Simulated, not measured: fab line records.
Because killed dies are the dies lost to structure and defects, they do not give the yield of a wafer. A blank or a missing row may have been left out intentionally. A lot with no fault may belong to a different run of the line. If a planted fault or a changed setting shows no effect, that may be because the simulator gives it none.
Code-filled problem report in 8D (eight disciplines) form :: flow gf180mcu :: the parts of the form that need people (team, actions taken, sign-off) are left out

## 1. WHAT WENT WRONG
GF_TOP_METAL_SPUTTER_03, cathode_dc_power_W: mean 3129.7 W over 1 wafer from 1 lot; wafers with no fault: 3000.0 W, standard deviation 0.55. So: +99 or more standard deviations from the usual mean.
The step: material Ti, target thk 5 nm, time 3.3 s.
First observed at day 31 03:58: wafer L879.5, on pvd_sputter-04. At this step, 39 wafers from 13 lots have a number in the record. Rule for "out" (also "out of limits"): further than 4 standard deviations from the usual mean. The other wafers with a number count as sound.

## 2. WHAT THIS IS AND IS NOT
question: which readings at this step
is: cathode_dc_power_W
is not: throttle_valve_pct

question: which lots
is: L879
is not: L867, L868, L869, L870, L871, L872, L875, L880, L885, L887, L889, L890

question: which wafers of those lots
is: L879.5
is not: L879.1, L879.6

question: read on which tools
is: pvd_sputter-04
is not: pvd_sputter-01, pvd_sputter-03

question: when
is: from day 31 03:58
is not: up to then (23 sound wafers); but 15 sound wafers of L880, L885, L887, L889, L890 came after

## 3. THE SUSPECTS, EACH WITH WHAT RULES IT OUT
Counting: any tool at a process step up to the reading remains a suspect provided it ran every lot that is out. Sound lots after the first of them don't rule it out here, since some wafers of a struck lot are sound.
- rie_diel-01 at GF_V5_ETCH_16 (etches BARC in N2/H2): kept. It ran the lot that is out, L879 (day 31 02:23); its last sound lot up to then is L868 (day 27 12:26).
- pvd_sputter-04 at GF_TOP_METAL_SPUTTER_03 (material Ti, target thk 5 nm, time 3.3 s): kept. It ran the lot that is out, L879 (day 31 03:58); its last sound lot up to then is L870 (day 28 02:00). Out on those wafers are its own readings of cathode_dc_power_W.
After counting, rie_diel-01 at GF_V5_ETCH_16 and pvd_sputter-04 at GF_TOP_METAL_SPUTTER_03 remain.

## 4. THE CAUSE (what the simulator had put in)
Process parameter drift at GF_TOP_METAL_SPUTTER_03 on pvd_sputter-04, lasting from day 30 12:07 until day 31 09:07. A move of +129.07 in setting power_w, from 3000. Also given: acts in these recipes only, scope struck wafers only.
Counting leaves 2 suspects; this tool is one of them.

## 5. THE CHAIN OF EFFECTS, in route order
Rows list readings where the struck wafers' mean (over those with a number) sits beyond 3 standard deviations from the usual. Scope: only readings with a usual standard deviation given in the record; hours: median across lots of the time from each lot's start at the first step in this table that gives one to its start at this step; sigmas: change in usual standard deviations.
hours: 0
step: GF_TOP_METAL_SPUTTER_03
reading: cathode_dc_power_W
usual: 3000.0 W
on struck wafers: 3129.7
change: +129.7
sigmas: +99 or more
Its process steps:
- GF_TOP_METAL_SPUTTER_03: material Ti, target thk 5 nm, time 3.3 s.

## 6. WHAT WOULD HAVE CAUGHT IT SOONER
In this record the first reading out of limits was taken at day 31 03:58, 16 hours after the fault began at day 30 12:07.
